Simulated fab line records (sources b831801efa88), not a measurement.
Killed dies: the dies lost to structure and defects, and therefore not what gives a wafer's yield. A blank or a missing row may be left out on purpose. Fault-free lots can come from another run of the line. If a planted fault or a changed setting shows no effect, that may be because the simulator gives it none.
fab line records    flow sky130
record lots=11  wafers=33  last_day=47
route steps=708 shown DNWELL@42 PWDE@52 NWELL@76
lots with no fault: from the same line, run without faults
start_h: the number of hours between the record's first day and the start of the first shown wafer of the lot    wait_h: time in hours since the lot's previous step    " identical to the entry in the row above    L1.1+2: one row covering several wafers at once    - either no value or no given start    * or withheld: withheld    < > ~ a bound
route shown NAME@n: NAME is a module with steps in the file, n the number in the route of the first one    usual: mean and standard deviation over wafers with no fault    same: alike in all rows    chamber/n: place in a boat    sites: the reading at each site    _std_site: the values' standard deviation    _edge_site: inner sites' mean taken away from outer sites' mean    radius_mm: for every site, how far away it sits from the centre of the wafer    mask NAME#n: copy n    behind: tool/chamber where the wafer was last shaped    hold: cause of the lot's hold/its duration in hours/its outcome    device: which transistor (n, p or np) failed to switch    end of line: the same wafers' tests at the end of the route    a step with no rows: only its recipe    killed: not the wafer's yield, but the dies lost to structure and defects at the first sort    map: a wafer's dies, x killed, . not, _ none there
set.NAME: the setting as run; set.NAME@STEP: as run at that earlier step    model.NAME: the simulator's own value behind a step, which no gauge read
a sample of lots followed through the steps of the route, with each step as a table and each wafer as a row
services: the hour from which a tool's chamber was out of use, counted from the record's first day as start_h (under 0 if before that day), plus the number of hours and why
## steps
# step SKY_DNWELL_IMPLANT_07
# recipe species=P  energy_kev=withheld  dose_cm2=withheld  tilt_deg=withheld
# usual end_station_pressure_torr=5.04e-06/2.4e-07  implant_ion_amu=*
lot.wafer  tool          chamber  start_h  wait_h  end_station_pressure_torr  implant_ion_amu
L812.1     implanter-02  0        62.20    -       5.01e-06                   *
L812.4     "             0        "        "       4.71e-06                   *
L812.6     "             0        "        "       5.04e-06                   *
L813.2     implanter-04  0        62.57    -       5.01e-06                   *
L813.4     "             0        "        "       5.51e-06                   *
L813.5     "             0        "        "       5.09e-06                   *
L814.2     implanter-04  0        69.04    -       5.3e-06                    *
L814.3     "             0        "        "       4.94e-06                   *
L814.6     "             0        "        "       5.25e-06                   *
L815.2     implanter-04  0        69.42    -       4.71e-06                   *
L815.3     "             0        "        "       4.75e-06                   *
L815.5     "             0        "        "       4.43e-06                   *
L816.2     implanter-02  0        75.30    -       4.75e-06                   *
L816.4     "             0        "        "       5.16e-06                   *
L816.5     "             0        "        "       4.74e-06                   *
L817.1     implanter-02  0        79.80    -       4.92e-06                   *
L817.2     "             0        "        "       4.88e-06                   *
L817.6     "             0        "        "       5.26e-06                   *
L819.1     implanter-04  0        89.45    -       5.05e-06                   *
L819.2     "             0        "        "       5.16e-06                   *
L819.3     "             0        "        "       5.17e-06                   *
L818.2     implanter-04  0        91.69    -       5.15e-06                   *
L818.3     "             0        "        "       4.92e-06                   *
L818.5     "             0        "        "       4.99e-06                   *
L820.1     implanter-04  0        95.93    -       4.5e-06                    *
L820.3     "             0        "        "       5.31e-06                   *
L820.6     "             0        "        "       4.78e-06                   *
L821.1     implanter-02  0        102.50   -       5.03e-06                   *
L821.2     "             0        "        "       4.59e-06                   *
L821.4     "             0        "        "       5.6e-06                    *
L822.1     implanter-04  0        107.01   -       5.15e-06                   *
L822.2     "             0        "        "       5.22e-06                   *
L822.4     "             0        "        "       4.95e-06                   *
# step SKY_DNWELL_TW_MEAS_09
# usual DNWELL_TW=1113/9.3
lot.wafer  tool           chamber  start_h  wait_h  DNWELL_TW
L812.1     film_metro-04  -        62.45    0.1     1140
L812.4     "              -        "        "       1133
L812.6     "              -        "        "       1128
L813.2     film_metro-04  -        62.81    0.1     1135
L813.4     "              -        "        "       1132
L813.5     "              -        "        "       1125
L814.2     film_metro-03  -        69.27    0.1     1110
L814.3     "              -        "        "       1116
L814.6     "              -        "        "       1111
L815.2     film_metro-03  -        69.66    0.1     1107
L815.3     "              -        "        "       1103
L815.5     "              -        "        "       1112
L816.2     film_metro-01  -        75.54    0.1     1109
L816.4     "              -        "        "       1114
L816.5     "              -        "        "       1110
L817.1     film_metro-03  -        80.05    0.1     1097
L817.2     "              -        "        "       1108
L817.6     "              -        "        "       1102
L819.1     film_metro-01  -        89.70    0.1     1102
L819.2     "              -        "        "       1103
L819.3     "              -        "        "       1107
L818.2     film_metro-03  -        91.92    0.1     361
L818.3     "              -        "        "       360
L818.5     "              -        "        "       360
L820.1     film_metro-03  -        96.18    0.1     363
L820.3     "              -        "        "       361
L820.6     "              -        "        "       365
L821.1     film_metro-01  -        102.75   0.1     359
L821.2     "              -        "        "       358
L821.4     "              -        "        "       359
L822.1     film_metro-03  -        107.26   0.1     357
L822.2     "              -        "        "       358
L822.4     "              -        "        "       358
# step SKY_PWDE_OVL_MEAS_07
# usual PWDE_OVL=0.1/1.4
lot.wafer  tool        chamber  start_h  wait_h  PWDE_OVL[nm]
L812.1     overlay-02  -        78.68    -       0.0
L812.4     "           -        "        "       0.6
L812.6     "           -        "        "       0.1
L813.2     overlay-02  -        79.45    -       1.3
L813.4     "           -        "        "       -2.5
L813.5     "           -        "        "       1.0
L814.2     overlay-02  -        86.20    -       1.0
L814.3     "           -        "        "       0.4
L814.6     "           -        "        "       0.9
L815.2     overlay-02  -        86.50    -       1.1
L815.3     "           -        "        "       -0.5
L815.5     "           -        "        "       0.0
L816.2     overlay-01  -        93.05    -       1.8
L816.4     "           -        "        "       0.6
L816.5     "           -        "        "       -0.1
L817.1     overlay-01  -        96.94    -       0.1
L817.2     "           -        "        "       -1.5
L817.6     "           -        "        "       1.8
L819.1     overlay-02  -        106.79   -       -0.5
L819.2     "           -        "        "       -1.1
L819.3     "           -        "        "       -0.6
L818.2     overlay-02  -        109.00   -       -0.2
L818.3     "           -        "        "       -2.3
L818.5     "           -        "        "       -2.6
L820.1     overlay-01  -        113.63   -       2.7
L820.3     "           -        "        "       2.0
L820.6     "           -        "        "       1.0
L821.1     overlay-02  -        120.74   -       0.4
L821.2     "           -        "        "       -2.1
L821.4     "           -        "        "       -0.5
L822.1     overlay-01  -        125.70   -       -0.7
L822.2     "           -        "        "       -0.6
L822.4     "           -        "        "       0.2
# step SKY_NWELL_OVL_MEAS_23
# usual NWELL_01_OVL=-0.1/1.2
lot.wafer  tool        chamber  start_h  wait_h  NWELL_01_OVL[nm]
L812.1     overlay-01  -        114.25   -       0.9
L812.4     "           -        "        "       1.8
L812.6     "           -        "        "       0.7
L813.2     overlay-02  -        114.35   -       0.4
L813.4     "           -        "        "       -0.6
L813.5     "           -        "        "       -1.1
L814.2     overlay-01  -        122.05   -       -1.0
L814.3     "           -        "        "       -2.6
L814.6     "           -        "        "       0.2
L815.2     overlay-02  -        122.47   -       -0.9
L815.3     "           -        "        "       0.1
L815.5     "           -        "        "       -1.6
L816.2     overlay-01  -        130.25   -       0.3
L816.4     "           -        "        "       2.0
L816.5     "           -        "        "       1.2
L817.1     overlay-02  -        134.54   -       -1.0
L817.2     "           -        "        "       0.1
L817.6     "           -        "        "       1.3
L819.1     overlay-02  -        145.36   -       -0.1
L819.2     "           -        "        "       -0.1
L819.3     "           -        "        "       -1.0
L818.2     overlay-01  -        147.65   -       -1.7
L818.3     "           -        "        "       0.6
L818.5     "           -        "        "       0.8
L820.1     overlay-01  -        152.29   -       0.0
L820.3     "           -        "        "       0.9
L820.6     "           -        "        "       0.0
L821.1     overlay-02  -        160.06   -       -0.6
L821.2     "           -        "        "       -1.7
L821.4     "           -        "        "       1.8
L822.1     overlay-01  -        166.14   -       0.9
L822.2     "           -        "        "       0.6
L822.4     "           -        "        "       0.8
# step SKY_NWELL_RTA_28
# recipe temp_c=1050  time_s=30  idle_temp_c=650  ramp_up_c_per_s=150  ramp_down_c_per_s=90  ambient=N2
# usual lamp_power_pct=25.30/0.056  ramp_down_c_per_s=89.998/0.017  wafer_temp_C_max=1054.8/0.96
lot.wafer  tool           chamber  start_h  wait_h  lamp_power_pct  ramp_down_c_per_s  wafer_temp_C_max
L812.1     rtp_anneal-02  0        114.64   0.0     25.36           89.994             1054.6
L812.4     "              0        "        "       25.32           90.020             1055.0
L812.6     "              0        "        "       25.31           89.992             1055.0
L813.2     rtp_anneal-01  0        114.76   0.0     25.42           89.939             1054.6
L813.4     "              0        "        "       25.28           89.993             1055.7
L813.5     "              0        "        "       25.35           90.024             1055.9
L814.2     rtp_anneal-01  0        122.46   0.0     25.35           89.989             1054.1
L814.3     "              0        "        "       25.37           90.025             1054.7
L814.6     "              0        "        "       25.32           90.005             1055.3
L815.2     rtp_anneal-02  0        122.88   0.0     25.27           90.004             1054.3
L815.3     "              0        "        "       25.34           90.033             1055.1
L815.5     "              0        "        "       25.27           90.008             1056.3
L816.2     rtp_anneal-01  0        130.66   0.0     25.26           89.980             1058.9
L816.4     "              0        "        "       25.35           89.995             1055.6
L816.5     "              0        "        "       25.35           89.963             1053.7
L817.1     rtp_anneal-01  0        134.94   0.0     25.18           90.011             1054.6
L817.2     "              0        "        "       25.29           90.018             1055.4
L817.6     "              0        "        "       25.23           89.997             1054.4
L819.1     rtp_anneal-01  0        145.76   0.0     25.34           90.018             1055.2
L819.2     "              0        "        "       25.25           89.974             1055.8
L819.3     "              0        "        "       25.32           90.005             1054.0
L818.2     rtp_anneal-02  0        148.06   0.0     25.22           90.023             1053.4
L818.3     "              0        "        "       25.30           90.001             1054.5
L818.5     "              0        "        "       25.24           90.000             1053.4
L820.1     rtp_anneal-01  0        152.69   0.0     25.24           89.990             1054.3
L820.3     "              0        "        "       25.34           89.993             1054.7
L820.6     "              0        "        "       25.41           90.008             1055.1
L821.1     rtp_anneal-01  0        160.46   0.0     25.24           90.001             1054.3
L821.2     "              0        "        "       25.39           90.024             1054.6
L821.4     "              0        "        "       25.30           90.034             1053.9
L822.1     rtp_anneal-02  0        166.54   0.0     25.21           90.023             1055.0
L822.2     "              0        "        "       25.32           90.010             1054.9
L822.4     "              0        "        "       25.19           90.017             1055.8
## services
tool           chamber  start_h  hours  kind
rtp_anneal-02  -        40.70    4.4    pm
implanter-02   -        68.30    3.8    repair
implanter-04   -        125.70   6.1    pm
## key
first_sign step=SKY_DNWELL_IMPLANT_07  reading=implant_ion_amu  direction=down  sigmas=99+  usual=*  struck=*
effect step=SKY_DNWELL_TW_MEAS_09  reading=DNWELL_TW  direction=down  sigmas=81  usual=1113  struck=360
met_at SKY_DNWELL_IMPLANT_07
struck_lots L818,L820,L821,L822
rows_end L820.1,L820.3,L820.6,L821.1,L821.2,L821.4,L822.1,L822.2,L822.4
sort_left_out L818.2,L818.3,L818.5
tester_left_out L818
not_acting_at SKY_PWDE_OVL_MEAS_07,SKY_NWELL_OVL_MEAS_23,SKY_NWELL_RTA_28
onset_between 89.45 91.69
fault kind=wrong_recipe_download  tool=implanter-01,implanter-02,implanter-04  chamber=-  onset_h=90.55  steps=SKY_DNWELL_IMPLANT_07  wrong_recipe.not_listed=1
# tester_left_out: of these lots the tester's yield and bins aren't shown, on N5 and GAA mostly nor the transistor test; their killed dies are dies lost to structure and defects alone, not to doping, threshold or leakage, so they don't give the yield
# sort_left_out: the simulated sort isn't trusted on such a fault, so these wafers' sort isn't shown, and their yield isn't known
# rows_end: these wafers met a further fault down the route, and their rows from its step on are left out
